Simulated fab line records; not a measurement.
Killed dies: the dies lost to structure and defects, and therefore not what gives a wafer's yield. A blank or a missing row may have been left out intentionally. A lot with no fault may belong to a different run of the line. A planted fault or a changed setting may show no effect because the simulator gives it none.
Which of the tools did it? + flow sky130 + 6 lots, 18 wafers sampled, at 1 step of a route of 708

== WHAT THE GAUGES SHOWED, per wafer ==
SKY_FIELD_ISO_BOW_MEAS_00.
| lot  | measured    | on            | INCOMING_BOW (um) |
|------|-------------|---------------|-------------------|
| L150 | day 2 16:00 | film-metro-01 | 5 8 -11           |
| L153 | day 3 07:01 | film-metro-04 | 8 9 -1            |
| L156 | day 3 22:01 | film-metro-04 | 4 -10 3           |
| L158 | day 4 08:01 | film-metro-01 | -3 -11 5          |
| L164 | day 5 14:00 | film-metro-01 | 5 -3 5            |
| L167 | day 6 05:00 | film-metro-01 | 3 -3 2            |

== WHAT TOOL EACH LOT RAN ON (gives the tool, then ch and the chambers of the sampled wafers, and finally the start) ==
The record shows no process step preceding these readings.

== THE ANSWER, worked out from the rows above alone ==
Rule: the lots themselves supply what counts as usual. Put in order of their means at a reading, lots are off if they are a third of the lots or fewer, leave a main group of 4 or more, and stand apart from it by a gap of 3 or more times the standard deviation of the main group's means; of several such gaps the widest counts. A main group is skipped when, at the precision printed for the reading in the tables above, its means are all equal. Also off: a lot with no number at a reading for which 4 or more lots have one. The other lots that the step has rows for count as sound.
No lot is off at any reading shown: from this, nothing can be told.

== WHAT HAD BEEN PUT IN BY THE SIMULATOR ==
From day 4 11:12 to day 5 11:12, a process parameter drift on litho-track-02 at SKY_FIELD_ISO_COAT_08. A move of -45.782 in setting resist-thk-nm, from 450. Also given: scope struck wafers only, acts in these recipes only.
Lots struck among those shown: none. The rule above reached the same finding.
